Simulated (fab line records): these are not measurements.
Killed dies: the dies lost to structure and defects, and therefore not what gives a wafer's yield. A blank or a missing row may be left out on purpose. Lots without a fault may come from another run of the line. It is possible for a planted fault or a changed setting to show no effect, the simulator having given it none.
Which tool was responsible? :: flow gf180mcu :: 7 lots, 21 wafers sampled, at 2 steps of a route of 602

## WHAT THE GAUGES READ, wafer by wafer
GF_V1_OVL_MEAS_15.
lot: L753
measured: day 18 19:58
on: overlay-01
V1_OVL (nm): -13 -7 -4

lot: L758
measured: day 20 18:20
on: overlay-01
V1_OVL (nm): -9 -9 -15

lot: L760
measured: day 21 15:13
on: overlay-01
V1_OVL (nm): -5 0 -3

lot: L763
measured: day 22 16:02
on: overlay-01
V1_OVL (nm): -3 -7 5

lot: L765
measured: day 23 10:01
on: overlay-02
V1_OVL (nm): -2 -8 -5

lot: L767
measured: day 24 03:31
on: overlay-01
V1_OVL (nm): -3 -6 -3

lot: L773
measured: day 25 18:24
on: overlay-02
V1_OVL (nm): 1 -1 -3

## EACH LOT AND THE TOOL THAT RAN IT (in order: tool; ch and the chambers of the sampled wafers; start)
lot: L753
GF_SALICIDE_RTA_08: rtpAnneal-01 ch 0, day 15 20:49

lot: L758
GF_SALICIDE_RTA_08: rtpAnneal-02 ch 0, day 17 15:10

lot: L760
GF_SALICIDE_RTA_08: rtpAnneal-02 ch 0, day 18 12:32

lot: L763
GF_SALICIDE_RTA_08: rtpAnneal-01 ch 0, day 19 13:19

lot: L765
GF_SALICIDE_RTA_08: rtpAnneal-01 ch 0, day 20 07:42

lot: L767
GF_SALICIDE_RTA_08: rtpAnneal-01 ch 0, day 21 02:13

lot: L773
GF_SALICIDE_RTA_08: rtpAnneal-01 ch 0, day 22 21:01
- GF_SALICIDE_RTA_08: time 30 s.

## THE ANSWER, worked out from the rows above alone
Rule: what is usual is taken from the lots themselves. The widest of any qualifying gaps counts: lots, ordered by their means at a reading, are off when they make up no more than a third of the lots, leave a main group of 4 or more, and stand apart from it by 3 or more times the standard deviation of that group's means. The tables above print the reading to a certain number of digits; a main group whose means all agree to those digits is not used. A lot without any number at a reading at which 4 lots or more have one is off too. Where the step has rows for the other lots, those lots are counted as sound.
No lot is off at any reading shown: from this, nothing can be told.

## WHAT HAD BEEN PUT IN BY THE SIMULATOR
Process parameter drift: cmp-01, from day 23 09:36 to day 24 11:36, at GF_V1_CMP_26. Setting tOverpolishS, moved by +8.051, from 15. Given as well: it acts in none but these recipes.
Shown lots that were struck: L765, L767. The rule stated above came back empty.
